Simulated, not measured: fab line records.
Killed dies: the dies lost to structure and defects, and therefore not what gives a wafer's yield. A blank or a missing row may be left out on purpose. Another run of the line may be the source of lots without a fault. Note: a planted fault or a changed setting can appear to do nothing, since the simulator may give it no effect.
Which tool was responsible? :: flow sfq_line :: 14 lots, 42 wafers sampled, at 2 steps of a route of 325

== WHAT THE GAUGES SHOWED, per wafer ==
SFQ_M4_RS_MEAS_924: a four-point-probe measurement.
lot: L853
measured: day 31 18:01
on: film_metro-01
M4_NB_RS (ohm/sq): 0.891 0.885 0.894

lot: L854
measured: day 34 09:37
on: film_metro-04
M4_NB_RS (ohm/sq): 0.887 0.890 0.876

lot: L856
measured: day 34 15:41
on: film_metro-01
M4_NB_RS (ohm/sq): 0.875 0.878 0.883

lot: L857
measured: day 34 22:49
on: film_metro-04
M4_NB_RS (ohm/sq): 0.880 0.885 0.882

lot: L858
measured: day 38 09:52
on: film_metro-03
M4_NB_RS (ohm/sq): 0.888 0.882 0.881

lot: L859
measured: day 38 13:53
on: film_metro-03
M4_NB_RS (ohm/sq): 0.909 0.906 0.905

lot: L861
measured: day 38 18:01
on: film_metro-04
M4_NB_RS (ohm/sq): 0.897 0.900 0.899

lot: L864
measured: day 39 00:04
on: film_metro-04
M4_NB_RS (ohm/sq): 0.882 0.882 0.891

lot: L867
measured: day 39 09:02
on: film_metro-03
M4_NB_RS (ohm/sq): 1.781 1.775 0.889

lot: L869
measured: day 39 15:59
on: film_metro-03
M4_NB_RS (ohm/sq): 1.800 1.774 0.881

lot: L870
measured: day 39 16:37
on: film_metro-04
M4_NB_RS (ohm/sq): 0.890 0.896 0.890

lot: L871
measured: day 39 18:58
on: film_metro-01
M4_NB_RS (ohm/sq): 0.904 0.896 0.901

lot: L873
measured: day 40 02:08
on: film_metro-01
M4_NB_RS (ohm/sq): 0.888 0.896 0.893

lot: L874
measured: day 40 04:10
on: film_metro-03
M4_NB_RS (ohm/sq): 0.892 0.891 0.887

== WHAT TOOL EACH LOT RAN ON (gives the tool, then ch and the chambers of the sampled wafers, and finally the start) ==
lot: L853
SFQ_TRILAYER_M4_DEP_SPUTTER_091: pvd_sputter-04, day 31 17:56

lot: L854
SFQ_TRILAYER_M4_DEP_SPUTTER_091: pvd_sputter-04, day 34 09:32

lot: L856
SFQ_TRILAYER_M4_DEP_SPUTTER_091: pvd_sputter-04, day 34 15:33

lot: L857
SFQ_TRILAYER_M4_DEP_SPUTTER_091: pvd_sputter-05, day 34 22:44

lot: L858
SFQ_TRILAYER_M4_DEP_SPUTTER_091: pvd_sputter-05, day 38 09:46

lot: L859
SFQ_TRILAYER_M4_DEP_SPUTTER_091: pvd_sputter-04, day 38 13:46

lot: L861
SFQ_TRILAYER_M4_DEP_SPUTTER_091: pvd_sputter-05, day 38 17:53

lot: L864
SFQ_TRILAYER_M4_DEP_SPUTTER_091: pvd_sputter-04, day 38 23:58

lot: L867
SFQ_TRILAYER_M4_DEP_SPUTTER_091: pvd_sputter-05, day 39 08:56

lot: L869
SFQ_TRILAYER_M4_DEP_SPUTTER_091: pvd_sputter-05, day 39 15:53

lot: L870
SFQ_TRILAYER_M4_DEP_SPUTTER_091: pvd_sputter-04, day 39 16:29

lot: L871
SFQ_TRILAYER_M4_DEP_SPUTTER_091: pvd_sputter-06, day 39 18:53

lot: L873
SFQ_TRILAYER_M4_DEP_SPUTTER_091: pvd_sputter-04, day 40 02:00

lot: L874
SFQ_TRILAYER_M4_DEP_SPUTTER_091: pvd_sputter-06, day 40 04:05
- SFQ_TRILAYER_M4_DEP_SPUTTER_091: material Nb, target thk 200 nm, time 133.3 s.

== AS READ BY THE TOOLS THEMSELVES (means over the sampled wafers that have a number; for cases with no such wafer, the mark the record gives instead) ==
SFQ_TRILAYER_M4_DEP_SPUTTER_091.
lot: L853
tool: pvd_sputter-04
throttle_valve_pct (%): 29.5

lot: L854
tool: pvd_sputter-04
throttle_valve_pct (%): 29.1

lot: L856
tool: pvd_sputter-04
throttle_valve_pct (%): 28.9

lot: L857
tool: pvd_sputter-05
throttle_valve_pct (%): 29.9

lot: L858
tool: pvd_sputter-05
throttle_valve_pct (%): 30.0

lot: L859
tool: pvd_sputter-04
throttle_valve_pct (%): 29.2

lot: L861
tool: pvd_sputter-05
throttle_valve_pct (%): 30.7

lot: L864
tool: pvd_sputter-04
throttle_valve_pct (%): 29.4

lot: L867
tool: pvd_sputter-05
throttle_valve_pct (%): 30.2

lot: L869
tool: pvd_sputter-05
throttle_valve_pct (%): 30.7

lot: L870
tool: pvd_sputter-04
throttle_valve_pct (%): 29.5

lot: L871
tool: pvd_sputter-06
throttle_valve_pct (%): 28.9

lot: L873
tool: pvd_sputter-04
throttle_valve_pct (%): 30.0

lot: L874
tool: pvd_sputter-06
throttle_valve_pct (%): 29.8

== THE ANSWER, worked out from the rows above alone ==
Rule: usual is defined by the lots themselves. The widest of any qualifying gaps counts: lots, ordered by their means at a reading, are off when they make up no more than a third of the lots, leave a main group of 4 or more, and stand apart from it by 3 or more times the standard deviation of that group's means. A main group is skipped when, at the precision printed for the reading in the tables above, its means are all equal. A lot without any number at a reading at which 4 lots or more have one is off too. Any other lot the step has rows for is counted as sound. After the gauges, taken in route order, come the tools' own readings; for these a lot's mean is taken, as printed above. At the first step where some lot is off, the reading lying furthest off is the one used; lots without a number count as furthest.
Off: L867, L869, at SFQ_M4_RS_MEAS_924 (M4_NB_RS). Mean 0.890 ohm/sq and standard deviation 0.0079 in the main group.
A tool fits if, at a process step before that reading, it ran every lot that is off, and no sound lot after the first of them. The gauges at SFQ_M4_RS_MEAS_924 are tried like those tools. One fits: pvd_sputter-05 at SFQ_TRILAYER_M4_DEP_SPUTTER_091. Its last sound lot is L861 (day 38 17:53), its first lot that is off L867 (day 39 08:56): a fault that began between those two fits.

== WHAT THE SIMULATOR HAD INSERTED ==
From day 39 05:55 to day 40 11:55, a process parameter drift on pvd_sputter-05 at SFQ_TRILAYER_M4_DEP_SPUTTER_091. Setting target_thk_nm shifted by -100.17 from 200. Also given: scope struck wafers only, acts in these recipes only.
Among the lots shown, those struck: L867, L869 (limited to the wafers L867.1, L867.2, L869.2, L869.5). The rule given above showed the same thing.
